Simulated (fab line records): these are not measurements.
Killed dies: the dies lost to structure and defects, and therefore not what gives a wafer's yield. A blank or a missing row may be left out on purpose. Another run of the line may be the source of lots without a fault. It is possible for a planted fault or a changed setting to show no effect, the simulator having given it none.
Matching of chambers | flow gf180mcu | GF_SAB_CVD_00 on pecvd-01 has 3 sister chambers
The step deposits SiO2 from TEOS, target thk 50 nm, time 4.9302 s. 3 wafers are shown with their chamber, then 7 later ones without.

## EACH WAFER AND ITS CHAMBER
wafer  | chamber | heater power w (W)
L326.6 | 0       | 743
L334.1 | 2       | 721
L334.4 | 1       | 724

## WAFERS WITHOUT THEIR CHAMBER
wafer  | heater power w (W)
L334.6 | 705
L335.1 | 706
L335.2 | 591
L335.3 | 851
L337.1 | 727
L337.2 | 714
L337.4 | 746

## EACH ONE'S CHAMBER
wafer  | from the rows above          | in truth
L334.6 | can't be placed: 2 or 1 or 0 | 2
L335.1 | can't be placed: 2 or 1 or 0 | 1
L335.2 | can't be placed: 2 or 1 or 0 | 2
L335.3 | can't be placed: 0 or 1 or 2 | 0
L337.1 | can't be placed: 1 or 2 or 0 | 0
L337.2 | can't be placed: 2 or 1 or 0 | 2
L337.4 | can't be placed: 0 or 1 or 2 | 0
0 of 7 placed correctly. Unplaceable from these rows: 7, with the true chamber sitting among the candidates in 7. Placed wrongly: 0.
How it was worked out, from the rows above alone: a wafer's distance from a chamber is the root of the sum, over the readings, of the square of ((its reading less the chamber's mean) divided by the reading's scatter). If the next closest chamber is less than 2 further off than the closest, the wafer can't be placed; otherwise it belongs to the closest. Each chamber's mean is taken over the wafers shown for it. The scatter: with one shown wafer a chamber, the root of the mean of the squares of how far each hidden wafer lies from its nearest shown one.
